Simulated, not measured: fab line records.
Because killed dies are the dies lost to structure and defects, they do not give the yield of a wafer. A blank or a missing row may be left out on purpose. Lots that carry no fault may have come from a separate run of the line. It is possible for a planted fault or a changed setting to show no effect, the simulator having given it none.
Check of tool commonality + flow gf180mcu + 10 lots, 30 wafers sampled

REASON IT WAS OPENED
GF_HV_LDD_TW_MEAS_11, reading HV_LDD_TW: flagged on 1 of 10 lots. Fault-free wafers read 2419, with a standard deviation of 12.
Rule: a lot is flagged when every wafer of it that has a number lies more than 4 standard deviations from that mean, or none has a number. The other lots count as sound.

| lot  | measured     | on            | HV_LDD_TW, wafer by wafer | flag    |
|------|--------------|---------------|---------------------------|---------|
| L595 | day 10 05:01 | film_metro-03 | 2431 2431 2425            |         |
| L596 | day 10 14:44 | film_metro-03 | 2428 2436 2431            |         |
| L600 | day 11 13:14 | film_metro-01 | 2426 2420 2417            |         |
| L601 | day 11 18:57 | film_metro-01 | 2423 2431 2420            |         |
| L603 | day 12 08:04 | film_metro-01 | 2429 2422 2412            |         |
| L604 | day 12 19:01 | film_metro-03 | 2438 2438 2438            |         |
| L607 | day 13 19:01 | film_metro-01 | 2411 2408 2408            |         |
| L608 | day 13 21:11 | film_metro-03 | 2425 2439 2427            |         |
| L615 | day 16 01:16 | film_metro-03 | 30 30 30                  | FLAGGED |
| L618 | day 17 01:07 | film_metro-01 | 2412 2415 2417            |         |
Averaged over the flagged lots the numbers come to 30, -2389 from the usual (-99 or more standard deviations).

EACH LOT AND THE TOOL IT RAN ON
Before the reading, the record contains 4 process steps out of a 602-step route. In each cell: the tool, then ch and the chambers that the sampled wafers went through, then the start.
| lot  | flag    | GF_MVPSD_STRIP_10                    | GF_VT_IMPLANT_STRIP_20               | GF_POLY_GATE_ETCH_13             | GF_HV_LDD_EXPOSE_04                 |
|------|---------|--------------------------------------|--------------------------------------|----------------------------------|-------------------------------------|
| L595 |         | plasma_asher-01 ch 0,1, day 5 06:36  | plasma_asher-03 ch 0,1, day 6 12:29  | rie_si-01 ch 1,3, day 9 09:58    | iline_stepper-01 ch 0, day 9 20:20  |
| L596 |         | plasma_asher-02 ch 0,1, day 5 10:34  | plasma_asher-02 ch 0,1, day 6 15:32  | rie_si-01 ch 1,2,3, day 9 18:28  | iline_stepper-02 ch 0, day 10 05:01 |
| L600 |         | plasma_asher-02 ch 0,1, day 6 08:14  | plasma_asher-02 ch 0,1, day 7 14:47  | rie_si-01 ch 0,1,3, day 10 17:01 | iline_stepper-01 ch 0, day 11 03:45 |
| L601 |         | plasma_asher-02 ch 0,1, day 6 13:01  | plasma_asher-03 ch 0, day 7 20:14    | rie_si-02 ch 0,2, day 10 22:13   | iline_stepper-02 ch 0, day 11 09:34 |
| L603 |         | plasma_asher-02 ch 0,1, day 6 22:59  | plasma_asher-01 ch 0,1, day 8 06:32  | rie_si-02 ch 1,2,3, day 11 10:49 | iline_stepper-02 ch 0, day 11 22:26 |
| L604 |         | plasma_asher-02 ch 0,1, day 7 08:12  | plasma_asher-03 ch 0,1, day 8 15:42  | rie_si-01 ch 0,1, day 11 20:59   | iline_stepper-01 ch 0, day 12 08:40 |
| L607 |         | plasma_asher-04 ch 0,1, day 8 02:29  | plasma_asher-03 ch 0,1, day 9 12:38  | rie_si-01 ch 2,3, day 12 20:32   | iline_stepper-01 ch 0, day 13 08:54 |
| L608 |         | plasma_asher-04 ch 0,1, day 8 05:51  | plasma_asher-02 ch 0,1, day 9 14:51  | rie_si-02 ch 1,3, day 12 23:44   | iline_stepper-02 ch 0, day 13 10:58 |
| L615 | FLAGGED | plasma_asher-01 ch 1, day 9 21:46    | plasma_asher-01 ch 0,1, day 11 10:30 | rie_si-01 ch 1,3, day 15 01:05   | iline_stepper-01 ch 0, day 15 14:10 |
| L618 |         | plasma_asher-04 ch 0,1, day 10 18:07 | plasma_asher-03 ch 0,1, day 12 07:57 | rie_si-01 ch 2,3, day 16 00:23   | iline_stepper-01 ch 0, day 16 13:58 |
What the steps here do:
- GF_MVPSD_STRIP_10: strips in O2/N2.
- GF_VT_IMPLANT_STRIP_20: strips in O2/N2.
- GF_POLY_GATE_ETCH_13: etches poly-Si in HBr/Cl2, stops on SiO2, target depth 198.5 nm, time 69.6 s.
- GF_HV_LDD_EXPOSE_04: exposes mask Nplus LV AREA, target cd 400 nm.
- GF_HV_LDD_TW_MEAS_11

FLAGGED OVER TOTAL, TOOL BY TOOL (the gauges that took the reading come last)
| step                   | tool             | lots run | flagged | share of the flagged lots | sound lots run after its first flagged lot |
|------------------------|------------------|----------|---------|---------------------------|--------------------------------------------|
| GF_MVPSD_STRIP_10      | plasma_asher-01  | 2        | 1       | all                       | 0                                          |
| GF_MVPSD_STRIP_10      | plasma_asher-02  | 5        | 0       | none                      | -                                          |
| GF_MVPSD_STRIP_10      | plasma_asher-04  | 3        | 0       | none                      | -                                          |
| GF_VT_IMPLANT_STRIP_20 | plasma_asher-01  | 2        | 1       | all                       | 0                                          |
| GF_VT_IMPLANT_STRIP_20 | plasma_asher-02  | 3        | 0       | none                      | -                                          |
| GF_VT_IMPLANT_STRIP_20 | plasma_asher-03  | 5        | 0       | none                      | -                                          |
| GF_POLY_GATE_ETCH_13   | rie_si-01        | 7        | 1       | all                       | 1 (L618)                                   |
| GF_POLY_GATE_ETCH_13   | rie_si-02        | 3        | 0       | none                      | -                                          |
| GF_HV_LDD_EXPOSE_04    | iline_stepper-01 | 6        | 1       | all                       | 1 (L618)                                   |
| GF_HV_LDD_EXPOSE_04    | iline_stepper-02 | 4        | 0       | none                      | -                                          |
| GF_HV_LDD_TW_MEAS_11   | film_metro-01    | 5        | 0       | none                      | -                                          |
| GF_HV_LDD_TW_MEAS_11   | film_metro-03    | 5        | 1       | all                       | 0                                          |

THE TABLE: WHAT IT ALLOWS
5 rows of the table ran every flagged lot: plasma_asher-01 at GF_MVPSD_STRIP_10, plasma_asher-01 at GF_VT_IMPLANT_STRIP_20, rie_si-01 at GF_POLY_GATE_ETCH_13, iline_stepper-01 at GF_HV_LDD_EXPOSE_04, film_metro-03 at GF_HV_LDD_TW_MEAS_11.
- plasma_asher-01 at GF_MVPSD_STRIP_10: 1 of its 2 lots flagged. It ran its last sound lot, L595, at day 5 06:36 and its first flagged lot, L615, at day 9 21:46: a fault with its onset between the two fits.
- plasma_asher-01 at GF_VT_IMPLANT_STRIP_20: 1 of its 2 lots flagged. It ran its last sound lot, L603, at day 8 06:32 and its first flagged lot, L615, at day 11 10:30: a fault with its onset between the two fits.
- rie_si-01 at GF_POLY_GATE_ETCH_13: 1 of its 7 lots flagged. Lots that were sound ran on it after the first flagged one (L618); a persistent fault on the entire tool would not allow that.
- iline_stepper-01 at GF_HV_LDD_EXPOSE_04: 1 of its 6 lots flagged. Lots that were sound ran on it after the first flagged one (L618); a persistent fault on the entire tool would not allow that.
- film_metro-03 at GF_HV_LDD_TW_MEAS_11: 1 of its 5 lots flagged. It ran its last sound lot, L608, at day 13 21:11 and its first flagged lot, L615, at day 16 01:16: a fault with its onset between the two fits.
Counting lots can't tell these 2 tools apart, because each fits a fault that began at some hour. More lots, or a look at what each step does to the wafer, might.

WHAT THE SIMULATOR HAD INSERTED
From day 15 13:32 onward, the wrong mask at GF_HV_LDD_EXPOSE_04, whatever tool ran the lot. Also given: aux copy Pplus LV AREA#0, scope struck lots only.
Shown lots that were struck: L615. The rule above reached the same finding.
